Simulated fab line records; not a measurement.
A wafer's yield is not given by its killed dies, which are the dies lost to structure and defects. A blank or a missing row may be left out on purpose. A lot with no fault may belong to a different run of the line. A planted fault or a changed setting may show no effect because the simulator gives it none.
Split-lot study + flow sky130 + 5 lots, 23 wafers read, on a route of 708 steps

## THE SPLIT
At SKY_METAL4_EXPOSE_10 (exposes mask MM4, target cd 300 nm), the setting dose_mj was moved away from the recipe's 28 on 9 of the 23 wafers read, by -7.1% to +6.2%. All remaining wafers had this setting at the recipe value.

## FROM THE SPLIT TO THE READING: what the file shows between them, 2 steps
- SKY_METAL4_PEB_11
- SKY_METAL4_DEVELOP_12: develop time 62.33 s

## THE READING
cd_nm, in nm, at SKY_METAL4_CD_MEAS_13 (target cd 300 nm). Typical for fault-free wafers on this fab line: 299.4 nm, with standard deviation 1.7 nm.

| wafer  | tool, chamber at the split | dose_mj as run | against the recipe | cd_nm, nm | against lot-mates on the recipe |
|--------|----------------------------|----------------|--------------------|-----------|---------------------------------|
| L074.2 | krf_scanner-01, 0          | 28             | recipe             | 302.6     | -                               |
| L074.4 | krf_scanner-01, 0          | 28             | recipe             | 303.5     | -                               |
| L074.5 | krf_scanner-01, 0          | 28             | recipe             | 303.5     | -                               |
| L076.1 | krf_scanner-02, 0          | 28             | recipe             | 302.3     | -                               |
| L076.2 | krf_scanner-02, 0          | 28             | recipe             | 301.8     | -                               |
| L076.4 | krf_scanner-02, 0          | 28             | recipe             | 301.4     | -                               |
| L076.5 | krf_scanner-02, 0          | 28             | recipe             | 300.5     | -                               |
| L076.6 | krf_scanner-02, 0          | 28             | recipe             | 301.1     | -                               |
| L081.1 | krf_scanner-01, 0          | 27.42          | -2.1%              | 303.8     | +5.4                            |
| L081.2 | krf_scanner-01, 0          | 27.42          | -2.1%              | 303.0     | +4.6                            |
| L081.3 | krf_scanner-01, 0          | 28             | recipe             | 298.1     | -                               |
| L081.5 | krf_scanner-01, 0          | 28             | recipe             | 298.6     | -                               |
| L081.6 | krf_scanner-01, 0          | 27.42          | -2.1%              | 303.0     | +4.6                            |
| L083.1 | krf_scanner-01, 0          | 29.74          | +6.2%              | 289.2     | -9.9                            |
| L083.2 | krf_scanner-01, 0          | 28             | recipe             | 300.0     | -                               |
| L083.3 | krf_scanner-01, 0          | 29.74          | +6.2%              | 288.2     | -10.9                           |
| L083.4 | krf_scanner-01, 0          | 29.74          | +6.2%              | 287.7     | -11.4                           |
| L083.6 | krf_scanner-01, 0          | 28             | recipe             | 298.1     | -                               |
| L085.1 | krf_scanner-02, 0          | 26             | -7.1%              | 313.9     | +13.6                           |
| L085.2 | krf_scanner-02, 0          | 28             | recipe             | 300.4     | -                               |
| L085.4 | krf_scanner-02, 0          | 26             | -7.1%              | 312.3     | +12.1                           |
| L085.5 | krf_scanner-02, 0          | 28             | recipe             | 300.1     | -                               |
| L085.6 | krf_scanner-02, 0          | 26             | -7.1%              | 313.7     | +13.4                           |

FIT RESULTS
A straight line over all 23 wafers: cd_nm changes by -1.84 nm for each +1% of dose_mj; r = -0.97; the points scatter about the line by 1.6 nm.
The same after taking each lot's own level away (the mean of its wafers on the recipe; 23 wafers): -1.8 nm for each +1%; r = -0.99; scatter 0.73 nm.
That fit puts the effect of the largest move of dose_mj on the reading at 13 nm.
The span of the lots' own levels, 298.35 to 303.20 nm, comes to 2.9 times the standard deviation stated above.
The two slopes agree, so the slope changes little with the lot-to-lot level.
Check: for one of the wafers moved furthest among these (-7.1%), held out of the fit, the line's prediction against its lot-mates is +13 nm. Against them it came out at +13.6 nm.

## ADDITIONAL SPLITS CARRIED BY THESE WAFERS
Before the reading, these wafers also passed through other splits. Each is held against what the fit with the lots' levels taken away leaves over:
| other split on the same wafers    | wafers away from the commonest value | r with cd_nm (lot level and that fit taken away) |
|-----------------------------------|--------------------------------------|--------------------------------------------------|
| SKY_VIA2_ETCH_14 time_s           | 11                                   | +0.33                                            |
| SKY_CAPM_COAT_07 spin_rpm         | 6                                    | +0.24                                            |
| SKY_METAL3_EXPOSE_10 dose_mj      | 11                                   | -0.27                                            |
| SKY_VIA3_HDPCVD_00 sih4_flow_sccm | 8                                    | -0.02                                            |

## THE WHOLE CHAIN: every reading that the file lists as answering this split, in the file's order
| step                  | what it does                                                         | reading                                                       | change (the file's fit)              | r (the file's) |
|-----------------------|----------------------------------------------------------------------|---------------------------------------------------------------|--------------------------------------|----------------|
| SKY_METAL4_DEVELOP_12 | develop time 62.33 s                                                 | METAL4.cd_nm (the simulator's own value, which no gauge read) | -1.83 nm for each +1% of the setting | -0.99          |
| SKY_METAL4_CD_MEAS_13 | target cd 300 nm                                                     | cd_nm                                                         | -1.81 nm for each +1% of the setting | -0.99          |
| SKY_METAL4_ETCH_16    | etches BARC in N2/H2, stops on SiO2, time 88.2 s, target depth 60 nm | METAL4.cd_nm (the simulator's own value, which no gauge read) | -1.73 nm for each +1% of the setting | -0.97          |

## THE FILE'S OWN FIT
cd_nm changes by -1.81 nm for each +1% of dose_mj, r = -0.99.
